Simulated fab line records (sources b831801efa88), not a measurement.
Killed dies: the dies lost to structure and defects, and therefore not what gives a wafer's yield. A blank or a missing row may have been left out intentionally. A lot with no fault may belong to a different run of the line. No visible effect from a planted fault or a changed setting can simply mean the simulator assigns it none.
Comparing a struck lot with a sound one -- flow sky130 -- 36 steps out of a route of 708
Sound: these wafers, L869.3, L869.4, L869.6. Struck: wafer L874.4. (L874.1, L874.5 of the same lot were not struck and are left out.) The cause comes at the end.
For every step that has rows: the tool of each side, followed by ch and its chambers, followed by its first start. Under that, the readings that differ: sound wafers -- struck wafers -- difference of the means -- sigmas: that difference in standard deviations of wafers without a fault.
alike: a reading whose means differ by less than 2 such deviations, as well as words and numbers matching on both sides. not compared: withheld readings; readings where some wafer has no value; bounds like >300 that might hide an equal value; numbers whose values overlap and for which the record gives no deviation.
The two part at a step that has a row with sigmas, a row that says differs or no value, or rows on one side only. Numbers that don't overlap but have no deviation are shown without sigmas and don't part them. A reading that every wafer of one side lacks parts them only if that side has two wafers or more.

first, 10 steps without rows for these wafers: SKY_CAPM_CLEAN_17 (cleans in O3/DIW); SKY_METAL3_DEHYDRATE_05 (time 60 s); SKY_METAL3_HMDS_06 (prime time 60 s); SKY_METAL3_COAT_07 (resist thk 60 nm); SKY_METAL3_COAT_08 (resist thk 1140 nm); SKY_METAL3_SOFTBAKE_09 (time 90 s); SKY_METAL3_EXPOSE_10 (exposes mask MM3, target cd 300 nm); SKY_METAL3_PEB_11; SKY_METAL3_DEVELOP_12 (develop time 60 s); SKY_METAL3_DESCUM_15 (chemistry O2, time 8 s).
SKY_METAL3_ETCH_16: etches BARC in N2/H2, stops on SiO2, time 88.2 s, target depth 60 nm.
  sound on rieMetal-01 ch 0, day 45 14:59; struck on rieMetal-04 ch 0, day 46 15:23
reading,sound,struck,difference,sigmas
drypumpMotorCurrentA (A),5.2 5.2 5.2,6.2,+1.0,+3
  alike: biasW, oesProductAu, throttleValvePct
  not compared: rfHoursCounterH
then, 24 steps without rows for these wafers: SKY_METAL3_ETCH_17 (etches SiO2 in C4F8/O2/Ar, stops on TiN, time 3.9 s, target depth 15 nm); SKY_METAL3_METAL_ETCH_18 (etches the open film in Cl2/BCl3, stops on SiO2, target depth 845 nm, time 183.1 s); SKY_METAL3_STRIP_19 (strips in O2/N2); SKY_METAL3_STRIP_20 (strips in post etch residue remover, time 1200 s); SKY_METAL3_CLEAN_21 (cleans in IPA, time 180 s); SKY_METAL3_CLEAN_22 (cleans in O3/DIW); SKY_VIA3_HDPCVD_00 (deposits SiO2, target thk 1635 nm, time 285.8 s); SKY_VIA3_CMP_02 (polishes SiO2); SKY_VIA3_DEHYDRATE_04 (time 60 s); SKY_VIA3_HMDS_05 (prime time 60 s); SKY_VIA3_COAT_06 (resist thk 60 nm); SKY_VIA3_COAT_07 (resist thk 450 nm); SKY_VIA3_SOFTBAKE_08 (time 90 s); SKY_VIA3_EXPOSE_09 (exposes mask VIM3, target cd 200 nm); SKY_VIA3_PEB_10; SKY_VIA3_DEVELOP_11 (develop time 60 s); SKY_VIA3_ETCH_14 (etches BARC in N2/H2, stops on SiO2, time 45.9 s, target depth 60 nm); SKY_VIA3_ETCH_15 (etches SiO2 in C4F8/O2/Ar, stops on TiN, target depth 507 nm, time 78 s); SKY_VIA3_STRIP_16 (strips in O2/N2); SKY_VIA3_STRIP_17 (strips in post etch residue remover, time 1200 s); SKY_VIA3_CLEAN_18 (cleans in IPA, time 180 s); SKY_VIA3_CLEAN_19 (cleans in O3/DIW); SKY_VIA3_SPUTTER_20 (material TiN, target thk 20 nm, time 80 s); SKY_VIA3_CVD_21 (deposits W, target thk 390 nm, time 117.31 s).
-- the record jumps here: 6 days lie between the struck wafers' starts before and after (it left off in module VIA3 and takes up again in module PAD_OPEN, whose first step shown is number 708 of the route) --
SKY_PAD_OPEN_PROBE_99:
  sound on prober-01 at day 51 20:19; struck on prober-01 at day 52 14:10
reading,sound,struck,difference,sigmas
killedOnRim,22 13 11,24,+9,+2
  alike: defectLimitedYield, killed_at_M0_to_M3, killed_at_M4_up, killedAtContacts, killedAtFrontEnd, killedAtOther, killedDies, killedOpen, killedShort, sort_bin_3_pad_short, sort_bin_5_function, sort_bin_6_memory, sortNPass, sortYieldPct
  not compared: model.etest.tester.sort_bin_3_pct

## WHERE THEY PART
Earliest at SKY_METAL3_ETCH_16; latest, in this record, at SKY_PAD_OPEN_PROBE_99.

WHY: what the simulator had put in
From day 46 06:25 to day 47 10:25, rieMetal-04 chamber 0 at SKY_METAL3_ETCH_16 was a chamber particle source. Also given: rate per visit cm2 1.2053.
